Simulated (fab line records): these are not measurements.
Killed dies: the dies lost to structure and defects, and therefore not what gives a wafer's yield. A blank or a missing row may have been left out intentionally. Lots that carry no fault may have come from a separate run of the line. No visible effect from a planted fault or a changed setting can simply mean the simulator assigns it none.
The tool behind it: which one? | flow gf180mcu | 12 lots, 36 wafers sampled, at 4 steps of a route of 602

## WHAT THE GAUGES SHOWED, per wafer
GF_M3_OVL_MEAS_15.
lot  | measured     | on         | M3_OVL (nm)
L691 | day 21 04:43 | overlay-01 | 3 6 11
L696 | day 23 08:56 | overlay-02 | -10 0 4
L697 | day 23 13:59 | overlay-01 | -1 1 2
L698 | day 24 05:38 | overlay-01 | -2 1 7
L700 | day 24 16:58 | overlay-02 | 4 2 -6
L702 | day 25 09:28 | overlay-01 | 2 -4 -2
L708 | day 27 05:59 | overlay-02 | -4 9 5
L709 | day 27 15:38 | overlay-01 | 10 12 9
L710 | day 28 02:27 | overlay-02 | 3 2 -7
L711 | day 28 03:46 | overlay-01 | -5 9 -1
L713 | day 28 17:46 | overlay-01 | 3 -1 0
L714 | day 29 03:17 | overlay-01 | -4 -11 2

GF_V3_THK_MEAS_03.
lot  | measured     | on           | V3_CVD_02_THK (nm)
L691 | day 21 05:39 | filmMetro-03 | 839 847 864
L696 | day 23 09:59 | filmMetro-01 | 850 841 854
L697 | day 23 14:58 | filmMetro-02 | 837 826 858
L698 | day 24 06:34 | filmMetro-01 | 836 854 864
L700 | day 24 17:53 | filmMetro-01 | 852 812 864
L702 | day 25 10:22 | filmMetro-01 | 808 864 819
L708 | day 27 06:52 | filmMetro-02 | 848 855 866
L709 | day 27 16:32 | filmMetro-01 | 853 858 864
L710 | day 28 03:22 | filmMetro-01 | 843 848 862
L711 | day 28 04:59 | filmMetro-03 | 840 837 835
L713 | day 28 18:59 | filmMetro-01 | 838 841 855
L714 | day 29 04:18 | filmMetro-03 | 835 851 846

GF_V3_CD_MEAS_14: target cd 260 nm.
lot  | measured     | on       | cdNm (nm)
L691 | day 22 05:19 | cdSem-02 | 259.7 260.0 260.4
L696 | day 24 09:16 | cdSem-02 | 260.2 259.9 260.4
L697 | day 24 13:45 | cdSem-02 | 258.7 256.7 258.2
L698 | day 25 05:07 | cdSem-01 | 260.5 258.2 259.2
L700 | day 25 15:50 | cdSem-01 | 259.5 261.3 260.9
L702 | day 26 07:37 | cdSem-01 | 260.5 260.7 261.0
L708 | day 28 03:02 | cdSem-01 | 260.7 260.9 262.4
L709 | day 28 12:35 | cdSem-01 | 261.2 259.5 259.8
L710 | day 28 23:01 | cdSem-01 | 259.1 258.2 258.8
L711 | day 29 01:10 | cdSem-02 | 261.3 261.4 260.7
L713 | day 29 15:14 | cdSem-01 | 259.7 259.5 259.2
L714 | day 29 23:29 | cdSem-02 | 261.6 261.7 261.5

## WHICH TOOL RAN EACH LOT (tool, then ch and the chambers of the sampled wafers, then the start)
lot  | GF_V3_CVD_02
L691 | pecvd-01 ch 0,1, day 21 05:34
L696 | pecvd-04 ch 0,1,2, day 23 09:55
L697 | pecvd-01 ch 1,2, day 23 14:53
L698 | pecvd-04 ch 1,2, day 24 06:30
L700 | pecvd-04 ch 0,1,2, day 24 17:49
L702 | pecvd-04 ch 0,1, day 25 10:16
L708 | pecvd-01 ch 0,1, day 27 06:48
L709 | pecvd-01 ch 0,1,2, day 27 16:28
L710 | pecvd-01 ch 0,2, day 28 03:17
L711 | pecvd-02 ch 0,1,2, day 28 04:55
L713 | pecvd-02 ch 0,2, day 28 18:55
L714 | pecvd-04 ch 0,1, day 29 04:13
- GF_V3_CVD_02: deposits SiO2 from TEOS, target thk 850 nm, time 94.851 s.

## WHAT THE TOOLS THEMSELVES READ (means of the sampled wafers that have a number; where no wafer has one, the mark that the record gives instead)
GF_V3_CVD_02.
lot  | tool     | heaterPowerW (W) | rfFwdPowerW (W) | susceptorTempC (C)
L691 | pecvd-01 | 574              | 597.9           | 400.09
L696 | pecvd-04 | 641              | 596.4           | 400.32
L697 | pecvd-01 | 518              | 596.6           | 399.86
L698 | pecvd-04 | 591              | 596.5           | 399.98
L700 | pecvd-04 | 711              | 565.5           | 400.10
L702 | pecvd-04 | 709              | 530.8           | 400.11
L708 | pecvd-01 | 567              | 599.7           | 400.10
L709 | pecvd-01 | 542              | 599.8           | 400.09
L710 | pecvd-01 | 578              | 599.5           | 399.89
L711 | pecvd-02 | 641              | 597.4           | 400.07
L713 | pecvd-02 | 605              | 594.7           | 399.98
L714 | pecvd-04 | 730              | 595.3           | 400.08

## THE ANSWER, worked out from the rows above alone
Rule: the usual values come from the lots themselves. The widest of any qualifying gaps counts: lots, ordered by their means at a reading, are off when they make up no more than a third of the lots, leave a main group of 4 or more, and stand apart from it by 3 or more times the standard deviation of that group's means. Not used: any main group whose means are identical at the precision the tables above print for the reading. Also off: a lot with no number at a reading for which 4 or more lots have one. The other lots that the step has rows for count as sound. After the gauges, taken in route order, come the tools' own readings; for these a lot's mean is taken, as printed above. The first step at which some lot is off is used, and at that step the reading that is off furthest; a lot without a number counts as furthest.
Off: L700, L702 (GF_V3_CVD_02, rfFwdPowerW). For the main group the mean is 597.4 W and the standard deviation 1.7.
A tool fits if, at that step or a process step before it, it ran every lot that is off, and no sound lot after the first of them. Of those tried, none fits.

## WHAT WAS PUT IN BY THE SIMULATOR
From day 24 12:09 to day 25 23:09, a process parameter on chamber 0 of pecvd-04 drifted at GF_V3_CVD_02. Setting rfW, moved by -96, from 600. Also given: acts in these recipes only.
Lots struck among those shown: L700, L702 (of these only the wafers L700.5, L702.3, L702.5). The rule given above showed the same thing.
